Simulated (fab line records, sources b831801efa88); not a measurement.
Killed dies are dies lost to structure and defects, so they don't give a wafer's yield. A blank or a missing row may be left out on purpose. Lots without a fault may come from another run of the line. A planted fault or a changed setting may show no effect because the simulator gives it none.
Which tool did it? | flow gf180mcu | 6 lots, 18 wafers sampled, at 1 step of a route of 602

WHAT THE GAUGES READ, wafer by wafer
GF_V1_THK_MEAS_25: measures by xrf.
lot  | measured     | on            | V1_W_THK (nm)
L280 | day 19 12:44 | film_metro-04 | 349 352 347
L282 | day 20 06:14 | film_metro-04 | 354 354 359
L286 | day 21 17:55 | film_metro-04 | 339 350 338
L293 | day 25 00:32 | film_metro-02 | 341 336 336
L297 | day 25 21:37 | film_metro-03 | 342 342 342
L299 | day 26 17:00 | film_metro-04 | 353 352 356

WHICH TOOL RAN EACH LOT (tool, then ch and the chambers of the sampled wafers, then the start)
The record holds no process step before these readings.

THE ANSWER, worked out from the rows above alone
Rule: what is usual is taken from the lots themselves. Put in order of their means at a reading, lots are off if they are a third of the lots or fewer, leave a main group of 4 or more, and stand apart from it by a gap of 3 or more times the standard deviation of the main group's means; of several such gaps the widest counts. A main group whose means are all the same, to the digits that the tables above print for the reading, isn't used. A lot without any number at a reading at which 4 lots or more have one is off too. The other lots that the step has rows for count as sound.
No lot is off at any reading shown: from this, nothing can be told.

WHAT THE SIMULATOR HAD PUT IN
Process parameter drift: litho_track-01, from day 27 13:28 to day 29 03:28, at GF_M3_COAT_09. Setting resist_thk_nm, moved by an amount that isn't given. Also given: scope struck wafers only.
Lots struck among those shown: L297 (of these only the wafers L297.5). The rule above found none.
